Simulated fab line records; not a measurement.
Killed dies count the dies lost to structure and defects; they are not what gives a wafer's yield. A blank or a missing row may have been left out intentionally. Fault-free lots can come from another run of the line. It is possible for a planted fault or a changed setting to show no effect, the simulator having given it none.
Which tool did it?    flow gf180mcu    6 lots, 18 wafers sampled, at 2 steps of a route of 602

WHAT THE GAUGES SHOWED, per wafer
GF_LVPWELL_OVL_MEAS_07.
lot   measured     on          LVPWELL_OVL (nm)
L893  day 4 07:05  overlay-01  0.4 0.4 0.1
L895  day 4 19:13  overlay-01  -0.8 0.7 -0.3
L897  day 5 06:53  overlay-02  -1.2 -0.8 -1.7
L905  day 7 03:37  overlay-02  -185.9 -187.4 -185.3
L909  day 8 01:01  overlay-02  1.0 1.9 -0.6
L913  day 8 21:58  overlay-02  0.9 1.2 0.7

TOOL THAT RAN EACH LOT (tool first, then ch and the chambers of the sampled wafers, then the start)
lot   GF_LVPWELL_EXPOSE_04
L893  iline_stepper-02 ch 0, day 4 00:35
L895  iline_stepper-01 ch 0, day 4 12:35
L897  iline_stepper-01 ch 0, day 5 00:22
L905  iline_stepper-02 ch 0, day 6 19:39
L909  iline_stepper-01 ch 0, day 7 17:06
L913  iline_stepper-01 ch 0, day 8 14:08
- GF_LVPWELL_EXPOSE_04: exposes mask LVPWELL, target cd 600 nm.

THE ANSWER, worked out from the rows above alone
Rule: what is usual is taken from the lots themselves. Put in order of their means at a reading, lots are off if they are a third of the lots or fewer, leave a main group of 4 or more, and stand apart from it by a gap of 3 or more times the standard deviation of the main group's means; of several such gaps the widest counts. The tables above print the reading to a certain number of digits; a main group whose means all agree to those digits is not used. Also off: a lot with no number at a reading for which 4 or more lots have one. Where the step has rows for the other lots, those lots are counted as sound.
Off: L905, seen at GF_LVPWELL_OVL_MEAS_07 (LVPWELL_OVL). Main group: mean 0.1 nm, sd 0.78.
If a tool, at a process step before that reading, ran all the lots that are off and no sound lot after the first of them, it fits. Those tools and the gauges at GF_LVPWELL_OVL_MEAS_07 are tried in the same way. One fits: iline_stepper-02 at GF_LVPWELL_EXPOSE_04. A fault onset in the window from L893 (day 4 00:35, its last sound lot) to L905 (day 6 19:39, its first lot off) fits.

WHAT WAS PUT IN BY THE SIMULATOR
Scanner matching overlay: iline_stepper-02, from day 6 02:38 on, at GF_LVPWELL_EXPOSE_04. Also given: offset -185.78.
Struck lots among those shown: L905. This agrees with what the rule above found.
